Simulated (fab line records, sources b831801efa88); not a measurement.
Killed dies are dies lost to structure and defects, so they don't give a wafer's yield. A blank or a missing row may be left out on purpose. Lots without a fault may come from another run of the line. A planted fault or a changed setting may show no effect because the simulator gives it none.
Which tool did it? | flow sky130 | 7 lots, 21 wafers sampled, at 2 steps of a route of 708

WHAT THE GAUGES READ, wafer by wafer
SKY_RES_XHIGH_TW_MEAS_09.
lot  | measured     | on            | RES_XHIGH_TW
L713 | day 27 08:52 | film_metro-04 | 1656 1671 1660
L718 | day 28 19:02 | film_metro-03 | 1641 1648 1651
L719 | day 30 10:52 | film_metro-03 | 1642 1643 1649
L721 | day 30 12:34 | film_metro-01 | 1662 1653 1658
L724 | day 31 03:34 | film_metro-04 | 1680 1678 1675
L727 | day 31 22:56 | film_metro-01 | 1662 1666 1659
L733 | day 33 19:44 | film_metro-01 | 30 30 31

WHICH TOOL RAN EACH LOT (tool, then ch and the chambers of the sampled wafers, then the start)
lot  | SKY_RES_XHIGH_DEVELOP_06
L713 | litho_track-03 ch 0, day 27 08:29
L718 | litho_track-01 ch 0, day 28 18:38
L719 | litho_track-03 ch 0, day 30 10:28
L721 | litho_track-03 ch 0, day 30 12:10
L724 | litho_track-03 ch 0, day 31 03:10
L727 | litho_track-03 ch 0, day 31 22:34
L733 | litho_track-01, day 33 19:20
- SKY_RES_XHIGH_DEVELOP_06: develop time 60 s.

THE ANSWER, worked out from the rows above alone
Rule: what is usual is taken from the lots themselves. Put in order of their means at a reading, lots are off if they are a third of the lots or fewer, leave a main group of 4 or more, and stand apart from it by a gap of 3 or more times the standard deviation of the main group's means; of several such gaps the widest counts. A main group whose means are all the same, to the digits that the tables above print for the reading, isn't used. A lot without any number at a reading at which 4 lots or more have one is off too. The other lots that the step has rows for count as sound.
Off: L733, at SKY_RES_XHIGH_TW_MEAS_09 (RES_XHIGH_TW). The main group: mean 1659, standard deviation 11.
A tool fits if, at a process step before that reading, it ran every lot that is off, and no sound lot after the first of them. The gauges at SKY_RES_XHIGH_TW_MEAS_09 are tried like those tools. Can't be told from this: 2 tools fit, litho_track-01 at SKY_RES_XHIGH_DEVELOP_06, film_metro-01 at SKY_RES_XHIGH_TW_MEAS_09.

WHAT THE SIMULATOR HAD PUT IN
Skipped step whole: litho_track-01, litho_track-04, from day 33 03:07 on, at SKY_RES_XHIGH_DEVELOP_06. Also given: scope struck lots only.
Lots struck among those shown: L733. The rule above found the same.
